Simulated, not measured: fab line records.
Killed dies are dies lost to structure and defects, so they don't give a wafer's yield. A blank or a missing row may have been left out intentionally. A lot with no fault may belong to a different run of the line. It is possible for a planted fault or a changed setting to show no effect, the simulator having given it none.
A lot that was struck, set against a sound lot -- flow gf180mcu -- 43 out of 602 route steps
Sound: these wafers, L420.2, L420.4, L420.6. Struck: wafers L432.2, L432.3, L432.4. The cause is given at the end.
For every step that has rows: the tool of each side, followed by ch and its chambers, followed by its first start. Under that, the readings that differ: sound wafers -- struck wafers -- difference of the means -- sigmas: that difference in standard deviations of wafers without a fault.
alike: readings whose means differ by less than 2 such deviations, and words and numbers that are the same on both sides. not compared: withheld readings, readings that some wafer has no value for, bounds like >300 that may hide the same value, and numbers for which the record gives no deviation and whose values overlap.
The two part at a step that has a row with sigmas, a row that says differs or no value, or rows on one side only. Numbers that don't overlap but have no deviation are shown without sigmas and don't part them. Lack of a reading on every wafer of one side parts them only where that side has two or more wafers.

first, 1 step without rows for these wafers: GF_LVPWELL_IMPLANT_09.
GF_LVPWELL_STRIP_10: strips in O2/N2.
  sound on plasmaAsher-04 ch 0,1, day 5 16:31; struck on plasmaAsher-04 ch 0,1, day 8 14:40
  alike: drypumpMotorCurrentA, heaterPowerW, oesProductAu, stripTimeToEndpointS
  not compared: rfHoursCounterH
GF_LVPWELL_TW_MEAS_11:
  sound: filmMetro-01 at day 5 16:38; struck: filmMetro-03 at day 8 14:47
  alike: LVPWELL_TW
then, 7 steps without rows for these wafers: GF_MVSD_DEHYDRATE_00 (time 60 s); GF_MVSD_HMDS_01 (prime time 60 s); GF_MVSD_COAT_02 (resist thk 3000 nm); GF_MVSD_SOFTBAKE_03; GF_MVSD_EXPOSE_04 (exposes mask MVSD, target cd 1000 nm); GF_MVSD_PEB_05; GF_MVSD_DEVELOP_06 (develop time 60 s).
GF_MVSD_OVL_MEAS_07:
  sound: overlay-01 at day 6 07:21; struck: overlay-02 at day 9 07:44
reading,sound,struck,difference,sigmas
MVSD_OVL (nm),-1.0 -0.5 -0.4,4.4 3.3 1.6,+3.7,+2
then, 1 step without rows for these wafers: GF_MVSD_IMPLANT_08.
GF_MVSD_IMPLANT_09:
  sound on implanter-04 ch 0, day 6 07:34; struck on implanter-01, day 9 07:57
  no value came back on the struck wafers for beamEnergyKeV, beamOnS (s); on the sound wafers beamEnergyKeV reads 100.05 99.97 99.99
GF_MVSD_STRIP_10: strips in O2/N2.
  sound on plasmaAsher-04 ch 0,1, day 6 07:41; struck on plasmaAsher-01 ch 0,1, day 9 08:04
  alike: drypumpMotorCurrentA, heaterPowerW, oesProductAu, stripTimeToEndpointS
  not compared: rfHoursCounterH
GF_MVSD_TW_MEAS_11:
  sound: filmMetro-03 at day 6 07:47; struck: filmMetro-03 at day 9 08:11
reading,sound,struck,difference,sigmas
MVSD_TW,1587 1584 1588,1509 1505 1507,-79,-8
then, 7 steps without rows for these wafers: GF_MVPSD_DEHYDRATE_00 (time 60 s); GF_MVPSD_HMDS_01 (prime time 60 s); GF_MVPSD_COAT_02 (resist thk 3000 nm); GF_MVPSD_SOFTBAKE_03; GF_MVPSD_EXPOSE_04 (exposes mask MVPSD, target cd 1000 nm); GF_MVPSD_PEB_05; GF_MVPSD_DEVELOP_06 (develop time 60 s).
GF_MVPSD_OVL_MEAS_07:
  sound: overlay-02 at day 6 22:39; struck: overlay-01 at day 10 01:12
  alike: MVPSD_OVL
then, 2 steps without rows for these wafers: GF_MVPSD_IMPLANT_08; GF_MVPSD_IMPLANT_09.
GF_MVPSD_STRIP_10: strips in O2/N2.
  sound on plasmaAsher-04 ch 0,1, day 6 22:59; struck on plasmaAsher-03 ch 0,1, day 10 01:32
  alike: drypumpMotorCurrentA, heaterPowerW, oesProductAu, stripTimeToEndpointS
  not compared: rfHoursCounterH
GF_MVPSD_TW_MEAS_11:
  sound: filmMetro-04 at day 6 23:05; struck: filmMetro-04 at day 10 01:38
reading,sound,struck,difference,sigmas
MVPSD_TW,562 558 560,550 551 550,-10,-3
then, 7 steps without rows for these wafers: GF_VT_IMPLANT_DEHYDRATE_00 (time 60 s); GF_VT_IMPLANT_HMDS_01 (prime time 60 s); GF_VT_IMPLANT_COAT_02 (resist thk 1000 nm); GF_VT_IMPLANT_SOFTBAKE_03 (time 60 s); GF_VT_IMPLANT_EXPOSE_04 (exposes mask LVPWELL LV AREA, target cd 600 nm); GF_VT_IMPLANT_PEB_05; GF_VT_IMPLANT_DEVELOP_06 (develop time 60 s).
GF_VT_IMPLANT_OVL_MEAS_07:
  sound: overlay-02 at day 7 14:08; struck: overlay-01 at day 10 19:11
  alike: VT_IMPLANT_OVL
then, 1 step without rows for these wafers: GF_VT_IMPLANT_IMPLANT_08.
GF_VT_IMPLANT_STRIP_09: strips in O2/N2.
  sound on plasmaAsher-03 ch 0,1, day 7 14:19; struck on plasmaAsher-01 ch 0,1, day 10 19:22
  alike: drypumpMotorCurrentA, heaterPowerW, oesProductAu, stripTimeToEndpointS
  not compared: rfHoursCounterH
GF_VT_IMPLANT_TW_MEAS_10:
  sound: filmMetro-03 at day 7 14:26; struck: filmMetro-02 at day 10 19:29
reading,sound,struck,difference,sigmas
VT_IMPLANT_TW,555.5 556.4 556.2,565.0 561.9 564.0,+7.6,+3
then, 4 steps without rows for these wafers: GF_VT_IMPLANT_DEHYDRATE_11 (time 60 s); GF_VT_IMPLANT_HMDS_12 (prime time 60 s); GF_VT_IMPLANT_COAT_13 (resist thk 1000 nm); GF_VT_IMPLANT_SOFTBAKE_14 (time 60 s).
-- the record jumps here: 2 days lie between the struck wafers' starts before and after --
GF_VT_IMPLANT_RS_MEAS_46: measures by four-point-probe.
  sound: filmMetro-01 at day 9 17:33; struck: filmMetro-01 at day 13 05:18
reading,sound,struck,difference,sigmas
MVSD_RS (ohm/sq),455.8 458.2 455.3,- - -,no value on the struck wafers,

== WHERE THEY PART ==
Last at GF_VT_IMPLANT_RS_MEAS_46 as far as this record goes, first at GF_MVSD_OVL_MEAS_07.

WHY: the cause the simulator had injected
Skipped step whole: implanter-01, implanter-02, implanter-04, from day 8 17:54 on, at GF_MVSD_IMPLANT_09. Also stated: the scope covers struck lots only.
